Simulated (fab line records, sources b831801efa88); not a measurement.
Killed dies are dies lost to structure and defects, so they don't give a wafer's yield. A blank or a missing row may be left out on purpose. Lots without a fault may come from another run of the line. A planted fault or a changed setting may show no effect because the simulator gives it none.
Chamber matching | flow sky130 | SKY_CONTACT_CMP_04 on cmp-01: 4 sister chambers
The step polishes SiO2. 14 wafers are shown with their chamber, then 7 later ones without.

WAFERS WITH THEIR CHAMBER
wafer  | chamber | motor_current_A (A) | slurry_filter_dp_kPa (kPa) | time_to_endpoint_s (s)
L215.3 | 1       | 14.4                | 13.60                      | 81
L215.5 | 0       | 10.7                | 13.52                      | 80
L215.6 | 3       | 11.9                | 13.54                      | 82
L218.1 | 2       | 12.0                | 13.46                      | 87
L218.2 | 3       | 11.6                | 13.58                      | 87
L218.6 | 3       | 11.4                | 13.80                      | 88
L222.2 | 1       | 15.0                | 13.39                      | 93
L222.4 | 2       | 11.9                | 13.53                      | 87
L222.5 | 0       | 10.3                | 13.41                      | 93
L223.1 | 0       | 9.6                 | 13.47                      | 89
L223.5 | 2       | 11.6                | 13.27                      | 93
L223.6 | 1       | 14.3                | 13.11                      | 88
L226.1 | 0       | 10.3                | 13.38                      | 86
L226.4 | 1       | 13.9                | 13.68                      | 83

SIGNATURES (means of the wafers above)
reading              | chamber 0 | chamber 1 | chamber 2 | chamber 3 | scatter within a chamber
motor_current_A      | 10.225    | 14.400    | 11.833    | 11.633    | 0.382
slurry_filter_dp_kPa | 13.4450   | 13.4450   | 13.4200   | 13.6400   | 0.168
time_to_endpoint_s   | 87.00     | 86.25     | 89.00     | 85.67     | 4.71
Rule: a wafer's distance from a chamber is the root of the sum, over the readings, of the square of ((its reading less the chamber's mean) divided by the reading's scatter). The wafer belongs to the nearest chamber; if the next one is less than 2 further off, it can't be placed. The scatter: the root of (the sum of the squares of (reading less its chamber's mean) over the shown wafers, divided by (wafers less chambers)).

WAFERS WITHOUT THEIR CHAMBER
wafer  | motor_current_A (A) | slurry_filter_dp_kPa (kPa) | time_to_endpoint_s (s)
L226.6 | 9.7                 | 13.61                      | 88
L228.2 | 10.2                | 13.46                      | 90
L228.5 | 11.6                | 13.69                      | 84
L228.6 | 12.0                | 13.71                      | 88
L230.2 | 12.5                | 13.55                      | 94
L230.3 | 9.9                 | 13.69                      | 83
L230.6 | 10.0                | 13.47                      | 85

WHICH CHAMBER EACH WENT THROUGH
wafer  | from the rows above     | in truth
L226.6 | 0                       | 0
L228.2 | 0                       | 0
L228.5 | can't be placed: 3 or 2 | 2
L228.6 | can't be placed: 3 or 2 | 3
L230.2 | can't be placed: 2 or 3 | 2
L230.3 | 0                       | 0
L230.6 | 0                       | 0
Placed correctly: 4 of 7. Can't be placed from these rows: 3 (the true chamber is among the candidates in 3). Placed wrongly: 0.
